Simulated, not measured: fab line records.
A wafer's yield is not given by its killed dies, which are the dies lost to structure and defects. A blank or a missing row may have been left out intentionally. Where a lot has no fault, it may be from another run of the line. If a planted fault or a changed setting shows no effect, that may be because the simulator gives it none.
A lot that was struck, set against a sound lot || flow sky130 || 18 out of 708 route steps
Sound: the wafers L442.2, L442.4, L442.6. The struck wafers were L450.1, L450.3, L450.6. The cause is given at the end.
Each step with rows lists, per side, the tool, then ch with its chambers, then its first start. Under that, the readings that differ: sound wafers || struck wafers || difference of the means || sigmas: that difference in standard deviations of wafers without a fault.
alike: a reading whose means differ by less than 2 such deviations, as well as words and numbers matching on both sides. not compared: withheld readings; readings where some wafer has no value; bounds like >300 that might hide an equal value; numbers whose values overlap and for which the record gives no deviation.
A row with sigmas, a row that says differs or no value, or rows on one side alone: a step with any of these is where the two part. Numbers that don't overlap but have no deviation are shown without sigmas and don't part them. Lack of a reading on every wafer of one side parts them only where that side has two or more wafers.

first, 4 steps without rows for these wafers: SKY_VT_ADJUST_LVTN_SOFTBAKE_14 (time 60 s); SKY_VT_ADJUST_LVTN_EXPOSE_15 (exposes mask HVN STD DERIVED, target cd 600 nm); SKY_VT_ADJUST_LVTN_PEB_16; SKY_VT_ADJUST_LVTN_DEVELOP_17 (develop time 60 s).
SKY_VT_ADJUST_LVTN_OVL_MEAS_18:
  sound: overlay-02 at day 7 12:22; struck: overlay-01 at day 9 23:27
  alike: VT_ADJUST_LVTN_01_OVL
then, 1 step without rows for these wafers: SKY_VT_ADJUST_LVTN_IMPLANT_19.
SKY_VT_ADJUST_LVTN_STRIP_20: strips in O2/N2.
  sound on plasma_asher-04 ch 0,1, day 7 12:33; struck on plasma_asher-03 ch 0,1, day 9 23:38
  alike: drypump_motor_current_A, o2_flow_sccm, oes_product_au, strip_time_to_endpoint_s
  not compared: rf_hours_counter_h
SKY_VT_ADJUST_LVTN_TW_MEAS_21:
  sound: film_metro-03 at day 7 12:40; struck: film_metro-02 at day 9 23:44
{"reading": "VT_ADJUST_LVTN_2_TW", "sound": "185.3 185.4 186.1", "struck": "190.8 191.1 190.8", "difference": "+5.3", "sigmas": "+3"}
then, 4 steps without rows for these wafers: SKY_VT_ADJUST_NCORE_DEHYDRATE_00 (time 60 s); SKY_VT_ADJUST_NCORE_HMDS_01 (prime time 60 s); SKY_VT_ADJUST_NCORE_COAT_02 (resist thk 1140 nm); SKY_VT_ADJUST_NCORE_SOFTBAKE_03 (time 60 s).
SKY_VT_ADJUST_NCORE_EXPOSE_04: exposes mask LVTN COMPLEMENT THIN, target cd 380 nm.
  sound on iline_stepper-02 ch 0, day 7 22:44; struck on iline_stepper-02 ch 0, day 10 11:08
  alike: mask
then, 2 steps without rows for these wafers: SKY_VT_ADJUST_NCORE_PEB_05; SKY_VT_ADJUST_NCORE_DEVELOP_06 (develop time 60 s).
SKY_VT_ADJUST_NCORE_CD_MEAS_07: the cd target is 380 nm.
  sound: cd_sem-01 at day 8 09:41; struck: cd_sem-01 at day 10 22:52
  alike: cd_nm
  not compared: hold
SKY_VT_ADJUST_NCORE_OVL_MEAS_08:
  sound: overlay-01 at day 8 09:48; struck: overlay-01 at day 11 00:44
{"reading": "hold", "sound": "- - -", "struck": "await_dispo/1.7h/release await_dispo/1.7h/release await_dispo/1.7h/release", "difference": "no value on the sound wafers", "sigmas": ""}
  alike: VT_ADJUST_NCORE_OVL
-- record jumps: 37 days separate the struck wafers' starts on either side; left off in module VT_ADJUST_NCORE, taken up again in module PAD_OPEN, whose first shown step is the route's number 708 --
SKY_PAD_OPEN_PROBE_99:
  record: rows for the struck wafers here (prober-01, day 48 00:14), none for the sound ones

WHERE THEY PART
At SKY_VT_ADJUST_LVTN_TW_MEAS_21 first; at SKY_PAD_OPEN_PROBE_99 last (within this record only).

WHY: whatever the simulator had introduced
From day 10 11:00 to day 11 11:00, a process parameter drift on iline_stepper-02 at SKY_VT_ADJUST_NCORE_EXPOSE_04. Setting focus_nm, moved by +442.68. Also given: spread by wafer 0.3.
